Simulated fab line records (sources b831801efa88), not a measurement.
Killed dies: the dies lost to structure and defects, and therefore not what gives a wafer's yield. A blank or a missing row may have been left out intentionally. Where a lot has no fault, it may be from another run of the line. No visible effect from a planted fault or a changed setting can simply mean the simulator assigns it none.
Matching of chambers :: flow sfqLine :: rieDiel-03 running SFQ_TRILAYER_C5_BARC_OPEN_VIA_ETCH_210: 4 sister chambers
The step etches BARC in O2, target depth 125 nm, time 41.7 s. 16 wafers are shown with their chamber, then 8 later ones without.

== WAFERS PAIRED WITH THEIR CHAMBERS ==
wafer: L774.2
chamber: 0
drypumpMotorCurrentA (A): 5.8
oesProductAu (a.u.): 0.683

wafer: L774.4
chamber: 1
drypumpMotorCurrentA (A): 5.9
oesProductAu (a.u.): 0.685

wafer: L774.5
chamber: 0
drypumpMotorCurrentA (A): 5.8
oesProductAu (a.u.): 0.682

wafer: L776.2
chamber: 2
drypumpMotorCurrentA (A): 5.2
oesProductAu (a.u.): 0.683

wafer: L776.4
chamber: 1
drypumpMotorCurrentA (A): 5.9
oesProductAu (a.u.): 0.687

wafer: L776.6
chamber: 2
drypumpMotorCurrentA (A): 5.2
oesProductAu (a.u.): 0.686

wafer: L782.4
chamber: 3
drypumpMotorCurrentA (A): 5.5
oesProductAu (a.u.): 0.682

wafer: L782.5
chamber: 0
drypumpMotorCurrentA (A): 5.8
oesProductAu (a.u.): 0.683

wafer: L782.6
chamber: 3
drypumpMotorCurrentA (A): 5.5
oesProductAu (a.u.): 0.682

wafer: L784.3
chamber: 2
drypumpMotorCurrentA (A): 5.1
oesProductAu (a.u.): 0.680

wafer: L784.4
chamber: 1
drypumpMotorCurrentA (A): 5.9
oesProductAu (a.u.): 0.684

wafer: L784.6
chamber: 3
drypumpMotorCurrentA (A): 5.5
oesProductAu (a.u.): 0.687

wafer: L785.2
chamber: 2
drypumpMotorCurrentA (A): 5.2
oesProductAu (a.u.): 0.686

wafer: L785.3
chamber: 1
drypumpMotorCurrentA (A): 5.9
oesProductAu (a.u.): 0.684

wafer: L785.6
chamber: 3
drypumpMotorCurrentA (A): 5.5
oesProductAu (a.u.): 0.678

wafer: L791.2
chamber: 1
drypumpMotorCurrentA (A): 5.9
oesProductAu (a.u.): 0.686

SIGNATURES, as means of the wafers listed above
reading: drypumpMotorCurrentA
chamber 0: 5.800
chamber 1: 5.900
chamber 2: 5.175
chamber 3: 5.500
scatter within a chamber: 0.025

reading: oesProductAu
chamber 0: 0.68267
chamber 1: 0.68520
chamber 2: 0.68375
chamber 3: 0.68225
scatter within a chamber: 0.00247
Rule: for each reading, subtract the chamber's mean from the wafer's reading, divide by that reading's scatter and square the result; add these up over the readings and take the root, which gives the wafer's distance from the chamber. If the next closest chamber is less than 2 further off than the closest, the wafer can't be placed; otherwise it belongs to the closest. The scatter is the square root of a quotient: the sum, over the shown wafers, of each reading's squared deviation from its chamber's mean, divided by wafers minus chambers.

== WAFERS WITHOUT THEIR CHAMBER ==
wafer: L791.5
drypumpMotorCurrentA (A): 5.9
oesProductAu (a.u.): 0.684

wafer: L791.6
drypumpMotorCurrentA (A): 5.5
oesProductAu (a.u.): 0.692

wafer: L792.2
drypumpMotorCurrentA (A): 5.5
oesProductAu (a.u.): 0.691

wafer: L792.4
drypumpMotorCurrentA (A): 5.5
oesProductAu (a.u.): 0.685

wafer: L792.6
drypumpMotorCurrentA (A): 5.1
oesProductAu (a.u.): 0.685

wafer: L794.3
drypumpMotorCurrentA (A): 5.9
oesProductAu (a.u.): 0.679

wafer: L794.4
drypumpMotorCurrentA (A): 5.8
oesProductAu (a.u.): 0.684

wafer: L794.6
drypumpMotorCurrentA (A): 5.2
oesProductAu (a.u.): 0.682

== WHICH CHAMBER EACH WENT THROUGH ==
wafer: L791.5
from the rows above: 1
in truth: 1

wafer: L791.6
from the rows above: 3
in truth: 3

wafer: L792.2
from the rows above: 3
in truth: 3

wafer: L792.4
from the rows above: 3
in truth: 3

wafer: L792.6
from the rows above: 2
in truth: 2

wafer: L794.3
from the rows above: can't be placed: 1 or 0
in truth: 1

wafer: L794.4
from the rows above: 0
in truth: 0

wafer: L794.6
from the rows above: 2
in truth: 2
7 of 8 placed correctly. Unplaceable from these rows: 1, with the true chamber sitting among the candidates in 1. Placed wrongly: 0.
